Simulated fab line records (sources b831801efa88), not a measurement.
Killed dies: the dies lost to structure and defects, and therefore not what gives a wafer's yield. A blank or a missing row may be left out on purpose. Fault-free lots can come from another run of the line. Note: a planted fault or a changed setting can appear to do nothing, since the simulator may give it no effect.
Which tool did it? :: flow gf180mcu :: 13 lots, 38 wafers sampled, at 4 steps of a route of 602

== WHAT EACH GAUGE READ, for each wafer ==
GF_POLY_GATE_THK_MEAS_17.
lot: L320
measured: day 9 07:37
on: filmMetro-02
POLY_GATE_OXIDATION_THK (nm): 4.04 4.09 3.96

lot: L321
measured: day 9 13:44
on: filmMetro-02
POLY_GATE_OXIDATION_THK (nm): 4.03 3.97 4.00

lot: L323
measured: day 10 00:06
on: filmMetro-03
POLY_GATE_OXIDATION_THK (nm): 3.96 4.03 4.03

lot: L324
measured: day 10 11:38
on: filmMetro-03
POLY_GATE_OXIDATION_THK (nm): 3.91 4.00 3.92

lot: L325
measured: day 10 19:58
on: filmMetro-02
POLY_GATE_OXIDATION_THK (nm): 4.04 4.14 4.01

lot: L326
measured: day 10 21:57
on: filmMetro-04
POLY_GATE_OXIDATION_THK (nm): 3.90 3.97 3.94

lot: L327
measured: day 11 04:44
on: filmMetro-02
POLY_GATE_OXIDATION_THK (nm): 3.89 3.95 3.88

lot: L328
measured: day 11 20:25
on: filmMetro-02
POLY_GATE_OXIDATION_THK (nm): 3.96 3.97 3.94

lot: L329
measured: day 11 23:05
on: filmMetro-04
POLY_GATE_OXIDATION_THK (nm): 4.03 4.02 3.97

lot: L331
measured: day 12 13:20
on: filmMetro-04
POLY_GATE_OXIDATION_THK (nm): 4.15 4.15 4.09

lot: L332
measured: day 12 23:46
on: filmMetro-03
POLY_GATE_OXIDATION_THK (nm): 3.91 3.92 3.89

lot: L333
measured: day 13 02:19
on: filmMetro-04
POLY_GATE_OXIDATION_THK (nm): 4.03 4.02 4.04

lot: L340
measured: day 15 09:43
on: filmMetro-02
POLY_GATE_OXIDATION_THK (nm): 4.09 4.10

GF_HV_LDD_RS_MEAS_53: measures by four-point-probe.
lot: L320
measured: day 12 10:00
on: filmMetro-04
HV_LDD_RS (ohm/sq): 416.9 415.9 416.4

lot: L321
measured: day 12 19:02
on: filmMetro-02
HV_LDD_RS (ohm/sq): 418.1 417.7 417.1

lot: L323
measured: day 13 05:30
on: filmMetro-02
HV_LDD_RS (ohm/sq): 417.8 417.3 417.0

lot: L324
measured: day 13 18:18
on: filmMetro-04
HV_LDD_RS (ohm/sq): 417.9 417.8 419.9

lot: L325
measured: day 14 04:14
on: filmMetro-04
HV_LDD_RS (ohm/sq): 418.8 417.0 418.5

lot: L326
measured: day 14 06:32
on: filmMetro-04
HV_LDD_RS (ohm/sq): 417.8 417.7 417.2

lot: L327
measured: day 14 14:33
on: filmMetro-01
HV_LDD_RS (ohm/sq): 418.9 419.5 419.4

lot: L328
measured: day 15 08:05
on: filmMetro-02
HV_LDD_RS (ohm/sq): 418.4 418.4 419.1

lot: L329
measured: day 15 10:50
on: filmMetro-04
HV_LDD_RS (ohm/sq): 417.0 418.0 417.0

lot: L331
measured: day 16 02:19
on: filmMetro-02
HV_LDD_RS (ohm/sq): 419.7 418.7 419.8

lot: L332
measured: day 16 15:02
on: filmMetro-01
HV_LDD_RS (ohm/sq): 419.1 420.0 419.0

lot: L333
measured: day 16 16:26
on: filmMetro-04
HV_LDD_RS (ohm/sq): 418.2 416.5 417.6

lot: L340
measured: day 19 05:37
on: filmMetro-01
HV_LDD_RS (ohm/sq): 422.6 422.6 423.5 423.1

== EACH LOT AND THE TOOL THAT RAN IT (in order: tool; ch and the chambers of the sampled wafers; start) ==
lot: L320
GF_POLY_GATE_STRIP_14: plasmaAsher-02 ch 0,1, day 9 06:13
GF_HV_LDD_IMPLANT_33: implanter-04 ch 0, day 11 13:43

lot: L321
GF_POLY_GATE_STRIP_14: plasmaAsher-03 ch 0,1, day 9 11:49
GF_HV_LDD_IMPLANT_33: implanter-03 ch 0, day 11 22:01

lot: L323
GF_POLY_GATE_STRIP_14: plasmaAsher-03 ch 0,1, day 9 22:35
GF_HV_LDD_IMPLANT_33: implanter-02 ch 0, day 12 08:07

lot: L324
GF_POLY_GATE_STRIP_14: plasmaAsher-02 ch 1, day 10 09:13
GF_HV_LDD_IMPLANT_33: implanter-02 ch 0, day 12 21:22

lot: L325
GF_POLY_GATE_STRIP_14: plasmaAsher-01 ch 0,1, day 10 18:02
GF_HV_LDD_IMPLANT_33: implanter-04 ch 0, day 13 06:37

lot: L326
GF_POLY_GATE_STRIP_14: plasmaAsher-02 ch 0,1, day 10 20:34
GF_HV_LDD_IMPLANT_33: implanter-02 ch 0, day 13 08:55

lot: L327
GF_POLY_GATE_STRIP_14: plasmaAsher-03 ch 0,1, day 11 03:20
GF_HV_LDD_IMPLANT_33: implanter-04 ch 0, day 13 16:55

lot: L328
GF_POLY_GATE_STRIP_14: plasmaAsher-02 ch 0,1, day 11 18:53
GF_HV_LDD_IMPLANT_33: implanter-04 ch 0, day 14 09:58

lot: L329
GF_POLY_GATE_STRIP_14: plasmaAsher-02 ch 0,1, day 11 21:34
GF_HV_LDD_IMPLANT_33: implanter-04 ch 0, day 14 12:52

lot: L331
GF_POLY_GATE_STRIP_14: plasmaAsher-02 ch 0,1, day 12 11:56
GF_HV_LDD_IMPLANT_33: implanter-03 ch 0, day 15 03:46

lot: L332
GF_POLY_GATE_STRIP_14: plasmaAsher-02 ch 0,1, day 12 21:49
GF_HV_LDD_IMPLANT_33: implanter-04 ch 0, day 15 15:52

lot: L333
GF_POLY_GATE_STRIP_14: plasmaAsher-03 ch 0,1, day 12 23:31
GF_HV_LDD_IMPLANT_33: implanter-04 ch 0, day 15 17:40

lot: L340
GF_POLY_GATE_STRIP_14: plasmaAsher-02 ch 0, day 15 06:23
GF_HV_LDD_IMPLANT_33: implanter-04 ch 0, day 18 04:53
- GF_POLY_GATE_STRIP_14: strips in O2/N2.
- GF_HV_LDD_IMPLANT_33

== WHAT THE TOOLS THEMSELVES READ (means of the sampled wafers that have a number; where no wafer has one, the mark that the record gives instead) ==
GF_POLY_GATE_STRIP_14.
lot: L320
tool: plasmaAsher-02
drypumpMotorCurrentA (A): 5.9
heaterPowerW (W): 341
oesProductAu (a.u.): 0.508

lot: L321
tool: plasmaAsher-03
drypumpMotorCurrentA (A): 5.5
heaterPowerW (W): 340
oesProductAu (a.u.): 0.504

lot: L323
tool: plasmaAsher-03
drypumpMotorCurrentA (A): 5.6
heaterPowerW (W): 330
oesProductAu (a.u.): 0.510

lot: L324
tool: plasmaAsher-02
drypumpMotorCurrentA (A): 5.7
heaterPowerW (W): 352
oesProductAu (a.u.): 0.502

lot: L325
tool: plasmaAsher-01
drypumpMotorCurrentA (A): 5.9
heaterPowerW (W): 329
oesProductAu (a.u.): 0.501

lot: L326
tool: plasmaAsher-02
drypumpMotorCurrentA (A): 5.9
heaterPowerW (W): 340
oesProductAu (a.u.): 0.507

lot: L327
tool: plasmaAsher-03
drypumpMotorCurrentA (A): 5.5
heaterPowerW (W): 338
oesProductAu (a.u.): 0.509

lot: L328
tool: plasmaAsher-02
drypumpMotorCurrentA (A): 6.2
heaterPowerW (W): 330
oesProductAu (a.u.): 0.505

lot: L329
tool: plasmaAsher-02
drypumpMotorCurrentA (A): 5.9
heaterPowerW (W): 337
oesProductAu (a.u.): 0.505

lot: L331
tool: plasmaAsher-02
drypumpMotorCurrentA (A): 6.1
heaterPowerW (W): 332
oesProductAu (a.u.): 0.502

lot: L332
tool: plasmaAsher-02
drypumpMotorCurrentA (A): 6.2
heaterPowerW (W): 334
oesProductAu (a.u.): 0.503

lot: L333
tool: plasmaAsher-03
drypumpMotorCurrentA (A): 5.5
heaterPowerW (W): 338
oesProductAu (a.u.): 0.509

lot: L340
tool: plasmaAsher-02
drypumpMotorCurrentA (A): 6.4
heaterPowerW (W): 324
oesProductAu (a.u.): 0.502

== THE ANSWER, worked out from the rows above alone ==
Rule: the usual values come from the lots themselves. Put in order of their means at a reading, lots are off if they are a third of the lots or fewer, leave a main group of 4 or more, and stand apart from it by a gap of 3 or more times the standard deviation of the main group's means; of several such gaps the widest counts. The tables above print the reading to a certain number of digits; a main group whose means all agree to those digits is not used. A lot without any number at a reading at which 4 lots or more have one is off too. Where the step has rows for the other lots, those lots are counted as sound. The gauges are gone through in route order, then the tools' own readings, and for those a lot's mean is taken as printed above. The first step at which some lot is off is used, and at that step the reading that is off furthest; a lot without a number counts as furthest.
Off: L340, at GF_HV_LDD_RS_MEAS_53 (HV_LDD_RS). For the main group the mean is 418.1 ohm/sq and the standard deviation 0.92.
A tool fits if, at a process step before that reading, it ran every lot that is off, and no sound lot after the first of them. The gauges at GF_HV_LDD_RS_MEAS_53 are tried like those tools. Can't be told from this: 3 tools fit, plasmaAsher-02 at GF_POLY_GATE_STRIP_14, implanter-04 at GF_HV_LDD_IMPLANT_33, filmMetro-01 at GF_HV_LDD_RS_MEAS_53.

== WHAT HAD BEEN PUT IN BY THE SIMULATOR ==
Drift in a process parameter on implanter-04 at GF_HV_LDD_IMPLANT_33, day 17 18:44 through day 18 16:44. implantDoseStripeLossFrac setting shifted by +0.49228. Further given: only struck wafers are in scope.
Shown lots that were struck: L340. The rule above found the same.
